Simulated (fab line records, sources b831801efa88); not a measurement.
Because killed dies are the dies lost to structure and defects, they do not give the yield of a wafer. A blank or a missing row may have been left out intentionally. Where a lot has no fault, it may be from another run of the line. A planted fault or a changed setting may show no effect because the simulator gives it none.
Chamber matching || flow gf180mcu || GF_PASSIVATION_CVD_00 on pecvd-03 has 3 sister chambers
The step deposits SiO2 from TEOS, target thk 1000 nm, time 111.95 s. 3 wafers are shown with their chamber, then 10 later ones without.

## WAFERS PAIRED WITH THEIR CHAMBERS
{"wafer": "L091.5", "chamber": 1, "heater-power-w (W)": 654}
{"wafer": "L092.1", "chamber": 0, "heater-power-w (W)": 614}
{"wafer": "L092.2", "chamber": 2, "heater-power-w (W)": 699}

## WAFERS WITH NO CHAMBER GIVEN
{"wafer": "L092.3", "heater-power-w (W)": 534}
{"wafer": "L092.4", "heater-power-w (W)": 652}
{"wafer": "L092.5", "heater-power-w (W)": 755}
{"wafer": "L092.6", "heater-power-w (W)": 605}
{"wafer": "L095.1", "heater-power-w (W)": 597}
{"wafer": "L095.2", "heater-power-w (W)": 723}
{"wafer": "L095.3", "heater-power-w (W)": 637}
{"wafer": "L095.4", "heater-power-w (W)": 638}
{"wafer": "L095.5", "heater-power-w (W)": 515}
{"wafer": "L095.6", "heater-power-w (W)": 764}

## EACH ONE'S CHAMBER
{"wafer": "L092.3", "from the rows above": "can't be placed: 0 or 1 or 2", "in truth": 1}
{"wafer": "L092.4", "from the rows above": "can't be placed: 1 or 0 or 2", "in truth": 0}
{"wafer": "L092.5", "from the rows above": "can't be placed: 2 or 1 or 0", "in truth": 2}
{"wafer": "L092.6", "from the rows above": "can't be placed: 0 or 1 or 2", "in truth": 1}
{"wafer": "L095.1", "from the rows above": "can't be placed: 0 or 1 or 2", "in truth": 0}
{"wafer": "L095.2", "from the rows above": "can't be placed: 2 or 1 or 0", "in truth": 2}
{"wafer": "L095.3", "from the rows above": "can't be placed: 1 or 0 or 2", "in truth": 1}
{"wafer": "L095.4", "from the rows above": "can't be placed: 1 or 0 or 2", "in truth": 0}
{"wafer": "L095.5", "from the rows above": "can't be placed: 0 or 1 or 2", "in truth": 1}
{"wafer": "L095.6", "from the rows above": "can't be placed: 2 or 1 or 0", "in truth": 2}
Correct placement for 0 of the 10. Unplaceable from these rows: 10, with the true chamber sitting among the candidates in 10. Number placed wrongly: 0.
How it was worked out, from the rows above alone: a wafer's distance from a chamber is the root of the sum, over the readings, of the square of ((its reading less the chamber's mean) divided by the reading's scatter). If the next closest chamber is less than 2 further off than the closest, the wafer can't be placed; otherwise it belongs to the closest. A chamber's mean is the mean of its shown wafers. The scatter: root of mean squared gap, hidden wafer to nearest shown wafer, with one shown wafer a chamber.
